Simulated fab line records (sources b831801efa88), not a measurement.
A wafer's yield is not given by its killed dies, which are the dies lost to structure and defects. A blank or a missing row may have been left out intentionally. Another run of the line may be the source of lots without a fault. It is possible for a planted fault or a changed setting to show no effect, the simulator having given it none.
Matching of chambers    flow sky130    pecvd-04 running SKY_CAPM_CVD_00: 3 sister chambers
The step deposits SiO2, target thk 15.5 nm. 3 wafers are shown with their chamber, then 9 later ones without.

== WAFERS WITH THEIR CHAMBER ==
wafer   chamber  heaterPowerW (W)
L089.6  0        677
L091.5  1        833
L091.6  2        651

== WAFERS MISSING THEIR CHAMBER ==
wafer   heaterPowerW (W)
L093.2  662
L093.5  650
L093.6  660
L094.3  754
L094.4  666
L094.5  680
L097.1  626
L097.3  680
L097.4  632

== THE CHAMBER EACH PASSED THROUGH ==
wafer   from the rows above           in truth
L093.2  can't be placed: 2 or 0       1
L093.5  can't be placed: 2 or 0       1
L093.6  can't be placed: 2 or 0       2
L094.3  can't be placed: 0 or 1 or 2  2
L094.4  can't be placed: 0 or 2       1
L094.5  can't be placed: 0 or 2       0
L097.1  can't be placed: 2 or 0       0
L097.3  can't be placed: 0 or 2       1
L097.4  can't be placed: 2 or 0       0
Placed correctly: 0 of 9. These rows do not allow placing 9 (true chamber among the candidates in 5). Wrongly placed: 0.
How it was worked out, from the rows above alone: a wafer's distance from a chamber is the root of the sum, over the readings, of the square of ((its reading less the chamber's mean) divided by the reading's scatter). The wafer belongs to the nearest chamber; if the next one is less than 2 further off, it can't be placed. A chamber's mean is the mean of its shown wafers. The scatter: root of mean squared gap, hidden wafer to nearest shown wafer, with one shown wafer a chamber.
